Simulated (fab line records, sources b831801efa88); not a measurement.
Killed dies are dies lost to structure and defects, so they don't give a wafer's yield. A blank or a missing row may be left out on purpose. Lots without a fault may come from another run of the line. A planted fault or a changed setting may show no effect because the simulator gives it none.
Problem report in the 8D (eight disciplines) form, filled by code | flow gf180mcu | the parts of the form that need people (team, actions taken, sign-off) are left out

1. THE PROBLEM
tilt_deg at GF_HV_LDD_IMPLANT_36 reads a mean of 28.127 degrees on 6 wafers of 2 lots; wafers without a fault read 29.997 degrees with a standard deviation of 0.022. That is -85 standard deviations from the usual mean.
First seen on wafer L444.3, day 15 17:20, on implanter-01. The record holds 36 wafers of 12 lots with a number at this step. Rule for "out", or "out of limits": more than 4 standard deviations from the usual mean. The other wafers with a number count as sound.

2. WHAT IT IS AND WHAT IT IS NOT
question                    | is                     | is not
which readings at this step | tilt_deg               | faraday_current_uA
which lots                  | L444, L447             | L433, L434, L435, L439, L441, L450, L451, L453, L454, L455
which wafers of those lots  | all that have a number | -
read on which tools         | implanter-01           | implanter-02, implanter-03
when                        | from day 15 17:20      | up to then (15 sound wafers); but 15 sound wafers of L450, L451, L453, L454, L455 came after

3. SUSPECTS, AND WHAT RULES EACH OUT
Counting: a tool at a process step up to the reading stays a suspect if it ran every lot that is out and no sound lot after the first of them.
- plasma_asher-03 at GF_POLY_GATE_STRIP_14 (strips in O2/N2): ruled out as a lasting fault. Sound lots L450, L453, L455 ran on it after its first lot that is out, L444 (day 12 22:41).
- implanter-01 at GF_HV_LDD_IMPLANT_36: kept. It ran every lot that is out, first L444 (day 15 17:20), and no sound lot after that; its last sound lot up to then is L439 (day 13 16:29). Its own readings are out on those wafers: tilt_deg.
Left after counting: implanter-01 at GF_HV_LDD_IMPLANT_36.

4. THE CAUSE (what the simulator had put in)
Process parameter drift: implanter-01, from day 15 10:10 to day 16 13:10, at GF_HV_LDD_IMPLANT_36. Setting tilt_deg, moved by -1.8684, from 30. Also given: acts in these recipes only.
Counting left only this tool.

5. THE CHAIN OF EFFECTS, in route order
Each row: a reading whose mean over the struck wafers that have a number lies more than 3 standard deviations from the usual. Only readings for which the record gives a usual standard deviation are gone through. hours: the time from each lot's start at the first step in this table that gives one to its start at this step, as a median over the lots. sigmas: the change in usual standard deviations.
hours | step                 | reading  | usual          | on struck wafers | change | sigmas
0     | GF_HV_LDD_IMPLANT_36 | tilt_deg | 29.997 degrees | 28.127           | -1.870 | -85
The process steps in it:
- GF_HV_LDD_IMPLANT_36
Readings that are blank on the struck wafers while sound wafers have them: HV_LDD_RS at GF_HV_LDD_RS_MEAS_53.

6. WHAT WOULD HAVE CAUGHT IT SOONER
In this record the first reading out of limits was taken at day 15 17:20, 7 hours after the fault began at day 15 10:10.
